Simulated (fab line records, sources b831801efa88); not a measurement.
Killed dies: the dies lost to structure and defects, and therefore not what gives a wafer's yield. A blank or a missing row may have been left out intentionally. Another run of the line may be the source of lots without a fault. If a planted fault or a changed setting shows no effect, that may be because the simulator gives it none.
fab line records | flow sky130
record lots=7 | wafers=18 | last-day=50
route steps=708 shown LDD_N@249 LDD_P@255 LDD_HVN@267
lots that met no fault: taken from a fault-free run of the same line
start-h: hours from the record's first day to the start of the lot's first wafer shown | wait-h: hours elapsed since this lot's preceding step | " repeats the value in the row above | L1.1+2: a row that stands for several wafers | - no value, or no start given | * or withheld: withheld | < > ~ a bound
route shown NAME@n: NAME is a module with steps in the file, n the number in the route of the first one | usual: mean and standard deviation over wafers with no fault | same: alike in all rows | chamber/n: place in a boat | sites: each site's reading | _std_site: standard deviation across them | _edge_site: inner sites' mean taken away from outer sites' mean | radius-mm: how far each site lies from the wafer's centre | mask NAME#n: copy n | behind: the tool/chamber that last shaped the wafer | hold: reason for holding the lot/hours on hold/outcome of the hold | device: names the non-switching transistor (n, p or np) | end of line: the tests these same wafers got at the end of their route | a step without rows: its recipe alone | killed: not the wafer's yield, but the dies lost to structure and defects at the first sort | map: per-die view of a wafer (x killed, . not killed, _ where there is no die)
set.NAME: setting as actually run; set.NAME@STEP: the setting as run at that earlier step | model.NAME: the simulator's own value behind a step, which no gauge read
lots seen at some steps along the route; tables by step, rows by wafer
services: from which hour (start-h, from the record's first day; less than 0 if before it) a tool's chamber was out of use, for how many hours, and why
## steps
# step SKY_LDD_N_IMPLANT_12
# recipe species=BF2 | energy-kev=50 | dose-cm2=5e+12 | tilt-deg=30 | rotation-deg=0
# step SKY_LDD_N_IMPLANT_13
# recipe species=BF2 | energy-kev=50 | dose-cm2=5e+12 | tilt-deg=30 | rotation-deg=90
# step SKY_LDD_N_IMPLANT_14
# recipe species=BF2 | energy-kev=50 | dose-cm2=5e+12 | tilt-deg=30 | rotation-deg=180
# step SKY_LDD_N_IMPLANT_15
# recipe species=BF2 | energy-kev=50 | dose-cm2=5e+12 | tilt-deg=30 | rotation-deg=270
# step SKY_LDD_N_STRIP_16
# recipe chemistry=O2/N2 | power-w=1400 | pressure-mtorr=1500 | platen-temp-c=withheld | o2-flow-sccm=3000 | n2-flow-sccm=300 | overash-fraction=0.5
# usual drypump-motor-current-A=5.9/0.54 | oes-product-au=0.406/0.0044 | strip-time-to-endpoint-s=4.315/0.016
lot.wafer | tool            | chamber | start-h | wait-h | drypump-motor-current-A | oes-product-au | rf-hours-counter-h | strip-time-to-endpoint-s
L217.4    | plasma-asher-03 | 0       | 478.61  | 0.1    | 6.3                     | 0.408          | -                  | 4.311
L217.6    | "               | 0       | "       | "      | 6.3                     | 0.401          | -                  | 4.300
L219.1    | plasma-asher-03 | 1       | 499.73  | 0.1    | 6.5                     | 0.408          | 67                 | 4.312
L219.6    | "               | 0       | "       | "      | 6.3                     | 0.410          | -                  | 4.307
L220.4    | plasma-asher-01 | 1       | 503.94  | 0.1    | 5.7                     | 0.407          | -                  | 4.300
L220.6    | "               | 0       | "       | "      | 5.2                     | 0.408          | -                  | 4.314
L223.2    | plasma-asher-04 | 0       | 525.66  | 0.1    | 6.3                     | 0.399          | 83                 | 4.311
L223.5    | "               | 1       | "       | "      | 5.2                     | 0.406          | -                  | 4.322
L223.6    | "               | 0       | "       | "      | 6.3                     | 0.398          | -                  | 4.317
L224.1    | plasma-asher-03 | 0       | 534.20  | 0.1    | 6.3                     | 0.406          | 71                 | 4.331
L224.4    | "               | 1       | "       | "      | 6.5                     | 0.402          | -                  | 4.321
L224.5    | "               | 0       | "       | "      | 6.3                     | 0.406          | -                  | 4.320
L227.2    | plasma-asher-03 | 1       | 564.03  | 0.1    | 6.5                     | 0.416          | 74                 | 4.332
L227.4    | "               | 1       | "       | "      | 6.4                     | 0.412          | -                  | 4.343
L227.5    | "               | 0       | "       | "      | 6.3                     | 0.411          | -                  | 4.349
L231.2    | plasma-asher-03 | 0       | 594.35  | 0.1    | 6.3                     | 0.406          | 77                 | 4.329
L231.4    | "               | 0       | "       | "      | 6.3                     | 0.404          | -                  | 4.321
L231.6    | "               | 0       | "       | "      | 6.3                     | 0.414          | -                  | 4.317
# step SKY_LDD_N_TW_MEAS_17
# usual LDD_N_TW=2612/34
lot.wafer | tool          | chamber | start-h | wait-h | LDD_N_TW
L217.4    | film-metro-03 | -       | 478.71  | 0.1    | 2556
L217.6    | "             | -       | "       | "      | 2569
L219.1    | film-metro-04 | -       | 499.83  | 0.1    | 2635
L219.6    | "             | -       | "       | "      | 2634
L220.4    | film-metro-04 | -       | 504.04  | 0.1    | 2636
L220.6    | "             | -       | "       | "      | 2642
L223.2    | film-metro-04 | -       | 525.77  | 0.1    | 2646
L223.5    | "             | -       | "       | "      | 2638
L223.6    | "             | -       | "       | "      | 2645
L224.1    | film-metro-02 | -       | 534.30  | 0.1    | 2572
L224.4    | "             | -       | "       | "      | 2587
L224.5    | "             | -       | "       | "      | 2572
L227.2    | film-metro-04 | -       | 564.14  | 0.1    | 2651
L227.4    | "             | -       | "       | "      | 2646
L227.5    | "             | -       | "       | "      | 2663
L231.2    | film-metro-02 | -       | 594.46  | 0.1    | 2585
L231.4    | "             | -       | "       | "      | 2593
L231.6    | "             | -       | "       | "      | 2595
# step SKY_LDD_P_DEHYDRATE_00
# recipe temp-c=200 | time-s=60
# step SKY_LDD_P_HMDS_01
# recipe prime-time-s=60 | prime-temp-c=120
# step SKY_LDD_P_COAT_02
# recipe resist=NOVOLAK | spin-rpm=3000 | resist-thk-nm=1140
# step SKY_LDD_P_SOFTBAKE_03
# recipe temp-c=90 | time-s=60 | resist=NOVOLAK
# step SKY_LDD_P_EXPOSE_04
# recipe mask-id=PSDM | na=0.6 | source-shape=conventional | sigma-outer=0.6 | polarization=unpolarized | target-cd-nm=380 | dose-mj=138
# step SKY_LDD_P_PEB_05
# recipe temp-c=withheld | time-s=* | resist=NOVOLAK
# step SKY_LDD_P_DEVELOP_06
# recipe resist=NOVOLAK | developer=TMAH | develop-time-s=60 | dev-temp-c=23
# usual exhaust-pa=45.1/0.88
lot.wafer | tool           | chamber | start-h | wait-h | exhaust-pa
L217.4    | litho-track-01 | 0       | 508.97  | 0.1    | 44.4
L217.6    | "              | 0       | "       | "      | 44.5
L219.1    | litho-track-01 | 0       | 530.24  | 0.1    | 45.4
L219.6    | "              | 0       | "       | "      | 45.3
L220.4    | litho-track-01 | 0       | 534.17  | 0.1    | 46.0
L220.6    | "              | 0       | "       | "      | 45.7
L223.2    | litho-track-02 | 0       | 556.33  | 0.1    | 45.1
L223.5    | "              | 0       | "       | "      | 45.6
L223.6    | "              | 0       | "       | "      | 44.1
L224.1    | litho-track-02 | 0       | 564.76  | 0.1    | 44.4
L224.4    | "              | 0       | "       | "      | 44.0
L224.5    | "              | 0       | "       | "      | 44.9
L227.2    | litho-track-02 | 0       | 593.68  | 0.1    | 44.2
L227.4    | "              | 0       | "       | "      | 44.2
L227.5    | "              | 0       | "       | "      | 43.3
L231.2    | litho-track-01 | 0       | 623.37  | 0.1    | 46.1
L231.4    | "              | 0       | "       | "      | 45.5
L231.6    | "              | 0       | "       | "      | 44.2
# step SKY_LDD_P_CD_MEAS_07
# recipe target-cd-nm=380
# usual cd-nm=379.2/2.8
lot.wafer | tool      | chamber | start-h | wait-h | cd-nm
L217.4    | cd-sem-02 | -       | 509.10  | 0.1    | -
L217.6    | "         | -       | "       | "      | 372.3
L219.1    | cd-sem-02 | -       | 530.39  | 0.1    | -
L219.6    | "         | -       | "       | "      | 380.9
L220.4    | cd-sem-01 | -       | 534.30  | 0.1    | -
L220.6    | "         | -       | "       | "      | 381.0
L223.2    | cd-sem-02 | -       | 556.48  | 0.1    | 380.4
L223.5    | "         | -       | "       | "      | 380.9
L223.6    | "         | -       | "       | "      | 380.0
L224.1    | cd-sem-02 | -       | 564.91  | 0.1    | 376.1
L224.4    | "         | -       | "       | "      | 378.3
L224.5    | "         | -       | "       | "      | 380.2
L227.2    | cd-sem-01 | -       | 593.83  | 0.1    | 381.1
L227.4    | "         | -       | "       | "      | 382.8
L227.5    | "         | -       | "       | "      | 384.1
L231.2    | cd-sem-01 | -       | 623.51  | 0.1    | 378.3
L231.4    | "         | -       | "       | "      | 381.4
L231.6    | "         | -       | "       | "      | 378.9
# step SKY_LDD_P_OVL_MEAS_08
# usual LDD_P_OVL=0.4/1.6
lot.wafer | tool       | chamber | start-h | wait-h | LDD_P_OVL[nm]
L217.4    | overlay-01 | -       | 509.18  | 0.1    | -
L217.6    | "          | -       | "       | "      | 0.3
L219.1    | overlay-02 | -       | 530.51  | 0.1    | -
L219.6    | "          | -       | "       | "      | 4.8
L220.4    | overlay-01 | -       | 534.38  | 0.1    | -
L220.6    | "          | -       | "       | "      | -2.3
L223.2    | overlay-01 | -       | 556.58  | 0.1    | -1.1
L223.5    | "          | -       | "       | "      | -1.1
L223.6    | "          | -       | "       | "      | -2.7
L224.1    | overlay-02 | -       | 565.03  | 0.1    | 2.8
L224.4    | "          | -       | "       | "      | 0.7
L224.5    | "          | -       | "       | "      | 0.4
L227.2    | overlay-01 | -       | 593.94  | 0.1    | -0.6
L227.4    | "          | -       | "       | "      | -0.5
L227.5    | "          | -       | "       | "      | 0.2
L231.2    | overlay-01 | -       | 623.62  | 0.1    | 1.0
L231.4    | "          | -       | "       | "      | 0.6
L231.6    | "          | -       | "       | "      | 0.6
# step SKY_LDD_P_IMPLANT_09
# recipe species=BF2 | energy-kev=25 | dose-cm2=1e+13 | tilt-deg=withheld
# step SKY_LDD_P_STRIP_10
# recipe chemistry=O2/N2 | power-w=1400 | pressure-mtorr=1500 | platen-temp-c=withheld | o2-flow-sccm=3000 | n2-flow-sccm=300 | overash-fraction=0.5
# usual drypump-motor-current-A=5.7/0.42 | oes-product-au=0.715/0.0047 | strip-time-to-endpoint-s=14.18/0.04
lot.wafer | tool            | chamber | start-h | wait-h | drypump-motor-current-A | oes-product-au | rf-hours-counter-h | strip-time-to-endpoint-s
L217.4    | plasma-asher-02 | 1       | 509.38  | 0.1    | 6.1                     | 0.715          | -                  | 14.21
L217.6    | "               | 1       | "       | "      | 6.1                     | 0.721          | -                  | 14.23
L219.1    | plasma-asher-01 | 0       | 530.70  | 0.1    | 5.2                     | 0.719          | 40                 | 14.17
L219.6    | "               | 0       | "       | "      | 5.2                     | 0.713          | -                  | 14.21
L220.4    | plasma-asher-01 | 1       | 534.58  | 0.1    | 5.7                     | 0.714          | -                  | 14.15
L220.6    | "               | 1       | "       | "      | 5.7                     | 0.718          | -                  | 14.12
L223.2    | plasma-asher-02 | 0       | 556.76  | 0.1    | 5.7                     | 0.718          | 12                 | 14.17
L223.5    | "               | 1       | "       | "      | 6.1                     | 0.716          | -                  | 14.13
L223.6    | "               | 0       | "       | "      | 5.7                     | 0.707          | -                  | 14.15
L224.1    | plasma-asher-01 | 0       | 565.30  | 0.1    | 5.2                     | 0.714          | 44                 | 14.19
L224.4    | "               | 0       | "       | "      | 5.2                     | 0.708          | -                  | 14.18
L224.5    | "               | 1       | "       | "      | 5.7                     | 0.712          | -                  | 14.18
L227.2    | plasma-asher-02 | 0       | 594.12  | 0.1    | 5.7                     | 0.711          | 16                 | 14.14
L227.4    | "               | 0       | "       | "      | 5.7                     | 0.706          | -                  | 14.16
L227.5    | "               | 1       | "       | "      | 6.1                     | 0.718          | -                  | 14.17
L231.2    | plasma-asher-02 | 1       | 623.80  | 0.1    | 6.1                     | 0.711          | 19                 | 14.20
L231.4    | "               | 0       | "       | "      | 5.7                     | 0.717          | -                  | 14.20
L231.6    | "               | 1       | "       | "      | 6.1                     | 0.718          | -                  | 14.20
# step SKY_LDD_P_TW_MEAS_11
# usual LDD_P_TW=631/5.7
lot.wafer | tool          | chamber | start-h | wait-h | LDD_P_TW
L217.4    | film-metro-01 | -       | 509.48  | 0.1    | 30
L217.6    | "             | -       | "       | "      | 625
L219.1    | film-metro-02 | -       | 530.80  | 0.1    | 30
L219.6    | "             | -       | "       | "      | 630
L220.4    | film-metro-02 | -       | 534.68  | 0.1    | 30
L220.6    | "             | -       | "       | "      | 637
L223.2    | film-metro-03 | -       | 556.87  | 0.1    | 631
L223.5    | "             | -       | "       | "      | 631
L223.6    | "             | -       | "       | "      | 629
L224.1    | film-metro-03 | -       | 565.40  | 0.1    | 629
L224.4    | "             | -       | "       | "      | 629
L224.5    | "             | -       | "       | "      | 628
L227.2    | film-metro-03 | -       | 594.23  | 0.1    | 627
L227.4    | "             | -       | "       | "      | 627
L227.5    | "             | -       | "       | "      | 626
L231.2    | film-metro-03 | -       | 623.91  | 0.1    | 627
L231.4    | "             | -       | "       | "      | 627
L231.6    | "             | -       | "       | "      | 630
# step SKY_LDD_HVN_DEHYDRATE_00
# recipe temp-c=200 | time-s=60
## services
tool            | chamber | start-h | hours | kind
plasma-asher-01 | -       | 462.75  | 1.9   | repair
plasma-asher-01 | -       | 467.02  | 1.6   | repair
plasma-asher-01 | -       | 509.19  | 3.7   | repair
plasma-asher-01 | -       | 545.84  | 2.5   | repair
plasma-asher-01 | -       | 622.72  | 1.8   | repair
## key
first-sign step=SKY_LDD_P_CD_MEAS_07 | reading=cd-nm | direction=missing
effect step=SKY_LDD_P_OVL_MEAS_08 | reading=LDD_P_OVL | direction=missing
effect step=SKY_LDD_P_TW_MEAS_11 | reading=LDD_P_TW | direction=down | sigmas=99+ | usual=631 | struck=30
met-at SKY_LDD_P_DEVELOP_06
struck-wafers L217.4,L219.1,L220.4
sort-left-out L217.4,L219.1,L220.4
tester-left-out L217,L219,L220
fault kind=process-parameter-drift | tool=litho-track-01 | chamber=- | onset-h=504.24 | steps=SKY_LDD_P_DEVELOP_06 | channel=develop-time-s | offset=* | shape=step | end-h=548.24 | scope=struck-wafers-only | acts-in=* | stated=*
# tester-left-out: of these lots the tester's yield and bins aren't shown, on N5 and GAA mostly nor the transistor test; their killed dies are dies lost to structure and defects alone, not to doping, threshold or leakage, so they don't give the yield
# sort-left-out: the simulated sort isn't trusted on such a fault, so these wafers' sort isn't shown, and their yield isn't known
